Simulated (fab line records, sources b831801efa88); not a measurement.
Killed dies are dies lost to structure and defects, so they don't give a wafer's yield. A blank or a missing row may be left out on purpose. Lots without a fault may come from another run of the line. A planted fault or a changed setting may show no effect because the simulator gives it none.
A struck lot beside a sound one | flow sky130 | 17 steps out of a route of 708
Sound: wafers L428.1, L428.4, L428.6. Struck: wafer L438.1. (L438.2, L438.6 of the same lot were not struck and are left out.) The cause comes at the end.
At each step with rows: each side's tool, then ch and its chambers, then its first start. Under that, the readings that differ: sound wafers | struck wafers | difference of the means | sigmas: that difference in standard deviations of wafers without a fault.
alike: readings whose means differ by less than 2 such deviations, and words and numbers that are the same on both sides. not compared: withheld readings, readings that some wafer has no value for, bounds like >300 that may hide the same value, and numbers for which the record gives no deviation and whose values overlap.
The two part at a step that has a row with sigmas, a row that says differs or no value, or rows on one side only. Numbers that don't overlap but have no deviation are shown without sigmas and don't part them. A reading that every wafer of one side lacks parts them only if that side has two wafers or more.

SKY_METAL5_SPUTTER_01: material TiN, target thk 20 nm, time 16.7 s.
  sound on pvd_sputter-02, day 46 09:28; struck on pvd_sputter-03, day 48 22:19
  alike: chamber_pressure_pa, throttle_valve_pct
SKY_METAL5_SPUTTER_02: material AlCu, target thk 1150 nm, time 61.2 s.
  sound on pvd_sputter-02, day 46 09:29; struck on pvd_sputter-03, day 48 22:21
  alike: chamber_pressure_pa, throttle_valve_pct
SKY_METAL5_SPUTTER_03: material Ti, target thk 5 nm, time 3.3 s.
  sound on pvd_sputter-02, day 46 09:32; struck on pvd_sputter-03, day 48 22:24
  alike: chamber_pressure_pa, throttle_valve_pct
SKY_METAL5_SPUTTER_04: material TiN, target thk 70 nm, time 58.3 s.
  sound on pvd_sputter-02, day 46 09:33; struck on pvd_sputter-03, day 48 22:25
  alike: chamber_pressure_pa, throttle_valve_pct
SKY_METAL5_RS_MEAS_05: measures by four-point-probe.
  sound on film_metro-04, day 46 09:36; struck on film_metro-04, day 48 22:28
  alike: METAL5_ALCU_RS
SKY_METAL5_THK_MEAS_06: measures by xrf.
  sound on film_metro-04, day 46 09:43; struck on film_metro-04, day 48 22:35
  alike: METAL5_ALCU_THK
then, 6 steps without rows for these wafers: SKY_METAL5_DEHYDRATE_07 (time 60 s); SKY_METAL5_HMDS_08 (prime time 60 s); SKY_METAL5_COAT_09 (resist thk 1800 nm); SKY_METAL5_SOFTBAKE_10 (time 60 s); SKY_METAL5_EXPOSE_11 (exposes mask MM5, target cd 1600 nm); SKY_METAL5_PEB_12.
SKY_METAL5_DEVELOP_13: develop time 60 s.
  sound on litho_track-03 ch 0, day 47 05:42; struck on litho_track-02 ch 0, day 49 14:59
  alike: chill_plate_temp_C
SKY_METAL5_DESCUM_14: chemistry O2, time 11 s.
  sound on rie_metal-02 ch 0,1, day 47 05:51; struck on rie_metal-03 ch 1, day 49 15:08
  reading                     | sound          | struck | difference | sigmas
  drypump_motor_current_A (A) | 5.6 6.0 5.6    | 6.4    | +0.7       | +2
  model.METAL5.cd_nm (nm)     | 1605 1602 1604 | 1637   | +33        |
  alike: oes_product_au
  not compared: rf_hours_counter_h
SKY_METAL5_METAL_ETCH_15: etches the open film in Cl2/BCl3, stops on SiO2, target depth 1260 nm, time 252 s.
  sound on rie_metal-02 ch 0,1, day 47 05:53; struck on rie_metal-03 ch 1, day 49 15:10
  reading                     | sound          | struck | difference | sigmas
  drypump_motor_current_A (A) | 5.6 6.0 5.6    | 6.4    | +0.7       | +2
  model.METAL5.cd_nm (nm)     | 1611 1584 1613 | 1649   | +46        |
  alike: mfc_cl2_sccm, oes_product_au, throttle_valve_pct
  not compared: rf_hours_counter_h
SKY_METAL5_STRIP_16: strips in O2/N2.
  sound on plasma_asher-02 ch 0,1, day 47 06:07; struck on plasma_asher-02 ch 0, day 49 15:24
  alike: drypump_motor_current_A, n2_flow_sccm, oes_product_au, strip_time_to_endpoint_s
  not compared: rf_hours_counter_h
SKY_PAD_OPEN_PROBE_99:
  sound on prober-01, day 49 00:40; struck on prober-01, day 51 00:58
  reading                        | sound          | struck | difference | sigmas
  killed_at_contacts             | 28 31 34       | 20     | -11        | -2
  killed_at_front_end            | 16 9 16        | 24     | +10        | +2
  sort_bin_3_pad_short (%)       | 1.0 1.6 0.8    | 0.2    | -0.9       | -2
  model.etest.met5.width_nm (nm) | 1611 1583 1616 | 1649   | +46        |
  alike: defect_limited_yield, killed_at_M0_to_M3, killed_at_M4_up, killed_at_other, killed_dies, killed_open, killed_short, sort_bin_5_function, sort_bin_6_memory, sort_n_pass, sort_yield_pct

WHERE THEY PART
First at SKY_METAL5_DESCUM_14; last, within this record, at SKY_PAD_OPEN_PROBE_99.

WHY: what the simulator had put in
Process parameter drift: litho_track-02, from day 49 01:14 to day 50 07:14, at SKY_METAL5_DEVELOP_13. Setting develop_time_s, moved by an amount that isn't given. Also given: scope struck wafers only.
